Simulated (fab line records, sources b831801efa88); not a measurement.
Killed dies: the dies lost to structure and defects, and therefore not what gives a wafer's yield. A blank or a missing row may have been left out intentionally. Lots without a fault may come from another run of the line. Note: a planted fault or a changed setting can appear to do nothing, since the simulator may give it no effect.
Chamber matching ; flow sky130 ; SKY_VIA2_ETCH_15 on rie_diel-04 has 4 sister chambers
The step etches SiO2 in C4F8/O2/Ar, stops on TiN, target depth 546 nm, time 84 s. 14 wafers are shown with their chamber, then 7 later ones without.

## WAFERS WITH THEIR CHAMBER
wafer;chamber;chamber_pressure_mTorr (mTorr);rf_fwd_power_W (W);oes_product_au (a.u.)
L530.1;3;40.05;1485;0.941
L530.3;2;39.98;1488;0.937
L530.6;3;40.01;1492;0.940
L532.1;3;40.02;1501;0.934
L532.3;1;39.96;1485;0.951
L532.5;1;40.03;1485;0.935
L539.5;2;40.00;1485;0.947
L542.4;3;40.04;1494;0.934
L542.5;0;40.01;1483;0.933
L547.1;1;39.92;1489;0.938
L547.4;3;40.00;1491;0.940
L547.5;0;40.02;1487;0.938
L548.3;0;40.08;1491;0.943
L548.4;2;39.99;1490;0.942

SIGNATURES (means of the wafers above)
reading;chamber 0;chamber 1;chamber 2;chamber 3;scatter within a chamber
chamber_pressure_mTorr;40.0367;39.9700;39.9900;40.0240;0.0331
rf_fwd_power_W;1487.00;1486.33;1487.67;1492.60;4.34
oes_product_au;0.93800;0.94133;0.94200;0.93780;0.00542
Rule: for each reading, subtract the chamber's mean from the wafer's reading, divide by that reading's scatter and square the result; add these up over the readings and take the root, which gives the wafer's distance from the chamber. If the next closest chamber is less than 2 further off than the closest, the wafer can't be placed; otherwise it belongs to the closest. The scatter is the square root of a quotient: the sum, over the shown wafers, of each reading's squared deviation from its chamber's mean, divided by wafers minus chambers.

## WAFERS WHOSE CHAMBER IS MISSING
wafer;chamber_pressure_mTorr (mTorr);rf_fwd_power_W (W);oes_product_au (a.u.)
L548.6;39.98;1489;0.942
L551.1;40.01;1487;0.938
L551.4;39.98;1488;0.940
L551.5;39.98;1487;0.945
L553.4;40.01;1494;0.946
L553.5;39.96;1494;0.939
L553.6;39.98;1489;0.935

## EACH ONE'S CHAMBER
wafer;from the rows above;in truth
L548.6;can't be placed: 2 or 1 or 3 or 0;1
L551.1;can't be placed: 0 or 2 or 3 or 1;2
L551.4;can't be placed: 2 or 1 or 3 or 0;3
L551.5;can't be placed: 2 or 1 or 0 or 3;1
L553.4;can't be placed: 3 or 2 or 1 or 0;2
L553.5;can't be placed: 2 or 1 or 3 or 0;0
L553.6;can't be placed: 1 or 2 or 3 or 0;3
Placed correctly: 0 of 7. Cannot be placed on the basis of these rows: 7; the candidates contain the true chamber in 7. Placed wrongly: 0.
